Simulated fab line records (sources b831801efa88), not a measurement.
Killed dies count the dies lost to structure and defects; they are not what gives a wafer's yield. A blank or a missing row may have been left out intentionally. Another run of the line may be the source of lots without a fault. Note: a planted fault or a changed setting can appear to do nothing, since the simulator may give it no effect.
Matching of chambers | flow sky130 | SKY_PAD_OPEN_ETCH_07 on rie_diel-04 has 4 sister chambers
The step etches the open film in CF4/O2, stops on AlCu, target depth 725 nm, time 161.1 s. 16 wafers are shown with their chamber, then 8 later ones without.

## EACH WAFER AND ITS CHAMBER
wafer  | chamber | drypump_motor_current_A (A) | throttle_valve_pct (%) | O2_flow_sccm (sccm)
L076.2 | 0       | 5.5                         | 5.977                  | 9.976
L076.4 | 2       | 5.0                         | 5.969                  | 10.030
L076.6 | 3       | 6.0                         | 5.959                  | 10.003
L083.1 | 2       | 5.0                         | 5.948                  | 10.004
L083.2 | 0       | 5.5                         | 5.968                  | 9.982
L083.4 | 3       | 6.0                         | 5.958                  | 9.989
L085.1 | 0       | 5.5                         | 5.959                  | 9.983
L085.4 | 1       | 6.5                         | 5.958                  | 10.004
L085.5 | 1       | 6.6                         | 5.961                  | 10.046
L086.2 | 3       | 6.0                         | 5.950                  | 10.023
L086.5 | 1       | 6.6                         | 5.963                  | 10.037
L086.6 | 0       | 5.5                         | 5.980                  | 9.967
L088.1 | 2       | 5.0                         | 5.967                  | 9.980
L088.4 | 1       | 6.5                         | 5.949                  | 10.006
L088.6 | 1       | 6.6                         | 5.961                  | 9.961
L089.2 | 2       | 5.0                         | 5.969                  | 9.966

SIGNATURES (averages over the wafers above)
reading                 | chamber 0 | chamber 1 | chamber 2 | chamber 3 | scatter within a chamber
drypump_motor_current_A | 5.500     | 6.560     | 5.000     | 6.000     | 0.0316
throttle_valve_pct      | 5.97100   | 5.95840   | 5.96325   | 5.95567   | 0.00793
O2_flow_sccm            | 9.97700   | 10.01080  | 9.99500   | 10.00500  | 0.0252
Rule: distance of a wafer from a chamber = root of the sum over the readings of ((wafer's reading minus chamber's mean) / reading's scatter) squared. If the next closest chamber is less than 2 further off than the closest, the wafer can't be placed; otherwise it belongs to the closest. The scatter: the root of (the sum of the squares of (reading less its chamber's mean) over the shown wafers, divided by (wafers less chambers)).

## WAFERS MISSING THEIR CHAMBER
wafer  | drypump_motor_current_A (A) | throttle_valve_pct (%) | O2_flow_sccm (sccm)
L089.4 | 6.0                         | 5.958                  | 10.016
L089.6 | 6.0                         | 5.963                  | 10.010
L090.1 | 6.6                         | 5.962                  | 9.970
L090.2 | 5.0                         | 5.966                  | 10.026
L090.6 | 5.5                         | 5.969                  | 9.959
L096.1 | 6.5                         | 5.967                  | 9.974
L096.3 | 5.0                         | 5.970                  | 10.002
L096.5 | 6.6                         | 5.969                  | 10.032

## WHICH CHAMBER EACH WENT THROUGH
wafer  | from the rows above | in truth
L089.4 | 3                   | 3
L089.6 | 3                   | 3
L090.1 | 1                   | 1
L090.2 | 2                   | 2
L090.6 | 0                   | 0
L096.1 | 1                   | 1
L096.3 | 2                   | 2
L096.5 | 1                   | 1
Correct placement for 8 of the 8. From these rows, 0 cannot be placed. 0 placed wrongly.
